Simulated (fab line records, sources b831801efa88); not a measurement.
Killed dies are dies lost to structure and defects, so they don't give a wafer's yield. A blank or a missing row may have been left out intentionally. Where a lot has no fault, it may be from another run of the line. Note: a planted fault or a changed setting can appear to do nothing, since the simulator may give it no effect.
A lot that was struck, set against a sound lot :: flow sky130 :: 19 out of 708 route steps
Sound: the wafers L354.1, L354.2, L354.3. Struck: wafers L362.1, L362.4, L362.5. The cause comes at the end.
Per side, at each step with rows, come the tool, then ch with its chambers, and then its first start. Under that, the readings that differ: sound wafers :: struck wafers :: difference of the means :: sigmas: that difference in standard deviations of wafers without a fault.
alike: words and numbers the same on both sides, and readings whose means are apart by under 2 such deviations; not compared: readings that were withheld, readings missing a value for some wafer, numbers with overlapping values and no deviation given by the record, and bounds like >300 which may hide the same value.
Wherever a step has rows on one side only, a row that says differs or no value, or a row with sigmas, the two part there. Numbers that have no deviation but don't overlap get no sigmas and don't part them. A reading that every wafer of one side lacks parts them only if that side has two wafers or more.

first, 4 steps without rows for these wafers: SKY_VT_ADJUST_LVTN_SOFTBAKE_14 (time 60 s); SKY_VT_ADJUST_LVTN_EXPOSE_15 (exposes mask HVN STD DERIVED, target cd 600 nm); SKY_VT_ADJUST_LVTN_PEB_16; SKY_VT_ADJUST_LVTN_DEVELOP_17 (develop time 60 s).
SKY_VT_ADJUST_LVTN_OVL_MEAS_18:
  sound on overlay-02 at day 9 04:45; struck on overlay-01 at day 11 10:24
  alike: VT_ADJUST_LVTN_01_OVL
then, 1 step without rows for these wafers: SKY_VT_ADJUST_LVTN_IMPLANT_19.
SKY_VT_ADJUST_LVTN_STRIP_20: strips in O2/N2.
  sound on plasma asher-01 ch 0,1, day 9 04:56; struck on plasma asher-02 ch 0,1, day 11 10:35
  alike: drypump motor current A, o2 flow sccm, oes product au, strip time to endpoint s
  not compared: rf hours counter h
SKY_VT_ADJUST_LVTN_TW_MEAS_21:
  sound on film metro-01 at day 9 05:02; struck on film metro-01 at day 11 10:41
  alike: VT_ADJUST_LVTN_2_TW
then, 4 steps without rows for these wafers: SKY_VT_ADJUST_NCORE_DEHYDRATE_00 (time 60 s); SKY_VT_ADJUST_NCORE_HMDS_01 (prime time 60 s); SKY_VT_ADJUST_NCORE_COAT_02 (resist thk 1140 nm); SKY_VT_ADJUST_NCORE_SOFTBAKE_03 (time 60 s).
SKY_VT_ADJUST_NCORE_EXPOSE_04: exposes mask LVTN COMPLEMENT THIN, target cd 380 nm.
  sound on iline stepper-02 ch 0, day 9 15:41; struck on iline stepper-01 ch 0, day 11 22:49
reading: model.VT_ADJUST_NCORE.overlay x nm (nm)
sound: 1.196 1.196 1.196
struck: 154.1 154.1 154.1
difference: +152.9
sigmas: 
  alike: mask
then, 2 steps without rows for these wafers: SKY_VT_ADJUST_NCORE_PEB_05; SKY_VT_ADJUST_NCORE_DEVELOP_06 (develop time 60 s).
SKY_VT_ADJUST_NCORE_CD_MEAS_07: the cd target is 380 nm.
  sound on cd sem-01 at day 10 02:28; struck on cd sem-01 at day 12 10:58
  alike: cd nm
SKY_VT_ADJUST_NCORE_OVL_MEAS_08:
  sound on overlay-01 at day 10 02:35; struck on overlay-01 at day 12 11:05
reading: VT_ADJUST_NCORE_OVL (nm)
sound: -1.2 1.1 0.1
struck: 156.3 154.6 154.3
difference: +155.1
sigmas: +99 or more
then, 1 step without rows for these wafers: SKY_VT_ADJUST_NCORE_IMPLANT_09.
-- the record jumps here: 37 days lie between the struck wafers' starts before and after (it left off in module VT_ADJUST_NCORE and takes up again in module PAD_OPEN, whose first step shown is number 708 of the route) --
SKY_PAD_OPEN_PROBE_99:
  sound on prober-02 at day 47 04:04; struck on prober-01 at day 49 02:20
reading: model.etest.sram nfet pass.drive ua um
sound: 496.7 493.2 487.9
struck: 535.3 549.5 566
difference: +57.7
sigmas: 

reading: model.etest.sram nfet pass.off log10 a um
sound: -12.55 -12.65 -12.87
struck: -12.28 -12.14 -11.99
difference: +0.55
sigmas: 

reading: model.etest.sram nfet pass.vt sat v (V)
sound: 0.5392 0.559 0.5698
struck: 0.5211 0.5071 0.4884
difference: -0.0505
sigmas: 

reading: model.etest.sram nfet pass.vt v (V)
sound: 0.6389 0.6575 0.6706
struck: 0.6318 0.6199 0.6046
difference: -0.0369
sigmas: 
  alike: killed_at_M0_to_M3, killed_at_M4_up, killed at contacts, killed at front end, killed at other, killed dies, killed on rim, killed open, killed short

== WHERE THEY PART ==
Only at SKY_VT_ADJUST_NCORE_OVL_MEAS_08, as far as this record shows. Later steps at which nothing parts them and some readings are alike: SKY_PAD_OPEN_PROBE_99.

WHY: what the simulator had put in
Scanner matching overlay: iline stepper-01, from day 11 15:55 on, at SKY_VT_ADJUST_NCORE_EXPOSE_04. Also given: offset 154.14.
